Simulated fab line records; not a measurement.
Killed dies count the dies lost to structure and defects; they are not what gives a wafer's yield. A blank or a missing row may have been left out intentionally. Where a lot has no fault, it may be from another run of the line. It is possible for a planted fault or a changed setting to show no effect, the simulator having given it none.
Split-lot experiment -- flow gf180mcu -- 27 wafers read from 5 lots, route of 602 steps

THE SPLIT
At GF_HV_LDD_ETCHBACK_58 (etches Si3N4 in CH3F/O2, stops on SiO2, time 100 s, target depth 90 nm), the setting timeS was moved away from the recipe's 100 s on 9 of the 27 wafers read, by -59.9% to +32.7%. All remaining wafers had this setting at the recipe value.

The reading comes from the split's own step.

THE READING
oesProductAu, in a.u., at GF_HV_LDD_ETCHBACK_58 (etches Si3N4 in CH3F/O2, stops on SiO2, time 100 s, target depth 90 nm). On this fab line, fault-free wafers typically give 0.845 a.u. with a standard deviation of 0.006 a.u.

wafer,"tool, chamber at the split","timeS as run, s",against the recipe,"oesProductAu, a.u.",against lot-mates on the recipe
L074.4,"rieDiel-03, 1",100,recipe,0.848,-
L074.5,"rieDiel-03, 3",100,recipe,0.848,-
L074.6,"rieDiel-03, 2",100,recipe,0.840,-
L076.1,"rieDiel-02, 1",100,recipe,0.850,-
L076.2,"rieDiel-02, 0",100,recipe,0.842,-
L076.3,"rieDiel-02, 2",100,recipe,0.853,-
L076.4,"rieDiel-02, 3",100,recipe,0.843,-
L076.5,"rieDiel-02, 0",100,recipe,0.847,-
L076.6,"rieDiel-02, 3",100,recipe,0.848,-
L078.1,"rieDiel-02, 1",40.11,-59.9%,0.992,+0.143
L078.2,"rieDiel-02, 2",100,recipe,0.849,-
L078.3,"rieDiel-02, 0",100,recipe,0.851,-
L078.4,"rieDiel-02, 0",40.11,-59.9%,0.986,+0.137
L078.5,"rieDiel-02, 1",40.11,-59.9%,1.000,+0.151
L078.6,"rieDiel-02, 2",100,recipe,0.847,-
L079.1,"rieDiel-02, 0",119.1,+19.1%,0.833,-0.008
L079.2,"rieDiel-02, 2",119.1,+19.1%,0.819,-0.022
L079.3,"rieDiel-02, 1",100,recipe,0.849,-
L079.4,"rieDiel-02, 1",119.1,+19.1%,0.828,-0.013
L079.5,"rieDiel-02, 0",100,recipe,0.833,-
L079.6,"rieDiel-02, 2",100,recipe,0.842,-
L085.1,"rieDiel-03, 2",100,recipe,0.849,-
L085.2,"rieDiel-03, 1",100,recipe,0.848,-
L085.3,"rieDiel-03, 0",132.7,+32.7%,0.823,-0.024
L085.4,"rieDiel-03, 3",132.7,+32.7%,0.806,-0.041
L085.5,"rieDiel-03, 3",100,recipe,0.845,-
L085.6,"rieDiel-03, 0",132.7,+32.7%,0.819,-0.028

FIT RESULTS
A straight line over all 27 wafers: oesProductAu changes by -0.002 a.u. for each +1% of timeS; r = -0.96; the points scatter about the line by 0.015 a.u.
The same after taking each lot's own level away (the mean of its wafers on the recipe; 27 wafers): -0.00196 a.u. for each +1%; r = -0.96; scatter 0.014 a.u.
According to that fit, moving timeS by its largest amount changes the reading by 0.12 a.u.
The lots' own levels span 0.8413 to 0.8490 a.u., that is 1.3 times the standard deviation above.
Consequently the slope shifts little with the lot-to-lot level, the two slopes agreeing.
Check: for one of the wafers moved furthest among these (-59.9%), held out of the fit, the line's prediction against its lot-mates is +0.12 a.u. Against them it came out at +0.143 a.u.
Tool readings at the split's step, against how far the setting was moved: oesProductAu r = -0.96.

THE OTHER SPLITS THESE WAFERS WENT THROUGH
These wafers also went through other splits before the reading. Each is held against what the fit with the lots' levels taken away leaves over:
other split on the same wafers,wafers away from the commonest value,r with oesProductAu (lot level and that fit taken away)
GF_STI_CVD_03 timeS,12,+0.05
GF_STI_ETCH_13 timeS,6,+0.32

FILE'S OWN FIT
oesProductAu changes by -0.00197 a.u. for each +1% of timeS, r = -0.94.
